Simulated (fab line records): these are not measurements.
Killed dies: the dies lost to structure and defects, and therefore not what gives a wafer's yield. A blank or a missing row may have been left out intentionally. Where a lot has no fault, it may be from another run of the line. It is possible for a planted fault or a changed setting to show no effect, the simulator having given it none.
The tool behind it: which one? | flow sky130 | 12 lots with 36 wafers sampled at 2 steps, on a route of 708 steps

== WHAT THE GAUGES READ, wafer by wafer ==
SKY_VT_ADJUST_PCH_TW_MEAS_10.
lot  | measured     | on            | VT_ADJUST_PCH_TW
L075 | day 10 12:02 | film_metro-03 | 142.2 141.5 140.8
L077 | day 10 22:01 | film_metro-03 | 142.0 141.3 141.8
L079 | day 11 21:14 | film_metro-04 | 143.8 143.8 143.2
L081 | day 12 03:22 | film_metro-03 | 141.9 141.7 141.7
L083 | day 12 22:16 | film_metro-04 | 144.1 144.3 143.0
L085 | day 13 13:56 | film_metro-04 | 143.8 143.8 143.6
L087 | day 14 05:13 | film_metro-04 | 143.5 143.8 144.1
L089 | day 14 16:53 | film_metro-04 | 143.4 143.5 143.1
L091 | day 15 15:05 | film_metro-03 | 141.8 141.5 141.0
L097 | day 18 05:25 | film_metro-03 | 140.8 142.4 141.5
L095 | day 18 07:55 | film_metro-03 | 141.4 141.8 141.5
L093 | day 18 09:19 | film_metro-04 | 143.4 143.6 143.2

== WHAT TOOL EACH LOT RAN ON (gives the tool, then ch and the chambers of the sampled wafers, and finally the start) ==
lot  | SKY_VT_ADJUST_LVTN_STRIP_20
L075 | plasma_asher-01 ch 0,1, day 7 19:50
L077 | plasma_asher-02 ch 0,1, day 8 04:55
L079 | plasma_asher-03 ch 0,1, day 9 00:19
L081 | plasma_asher-03 ch 0,1, day 9 06:26
L083 | plasma_asher-02 ch 0,1, day 9 23:29
L085 | plasma_asher-01 ch 0,1, day 10 13:01
L087 | plasma_asher-01 ch 0,1, day 11 02:41
L089 | plasma_asher-01 ch 0,1, day 11 12:49
L091 | plasma_asher-03 ch 0,1, day 12 09:20
L097 | plasma_asher-01 ch 0,1, day 14 16:22
L095 | plasma_asher-01 ch 0,1, day 14 17:55
L093 | plasma_asher-03 ch 0,1, day 14 19:20
- SKY_VT_ADJUST_LVTN_STRIP_20: strips in O2/N2.

== THE ANSWER, worked out from the rows above alone ==
Rule: what is usual is taken from the lots themselves. Put in order of their means at a reading, lots are off if they are a third of the lots or fewer, leave a main group of 4 or more, and stand apart from it by a gap of 3 or more times the standard deviation of the main group's means; of several such gaps the widest counts. The tables above print the reading to a certain number of digits; a main group whose means all agree to those digits is not used. Also off: a lot with no number at a reading for which 4 or more lots have one. All remaining lots with rows at the step are treated as sound.
Nothing can be told from this: no lot is off at any reading shown.

== WHAT HAD BEEN PUT IN BY THE SIMULATOR ==
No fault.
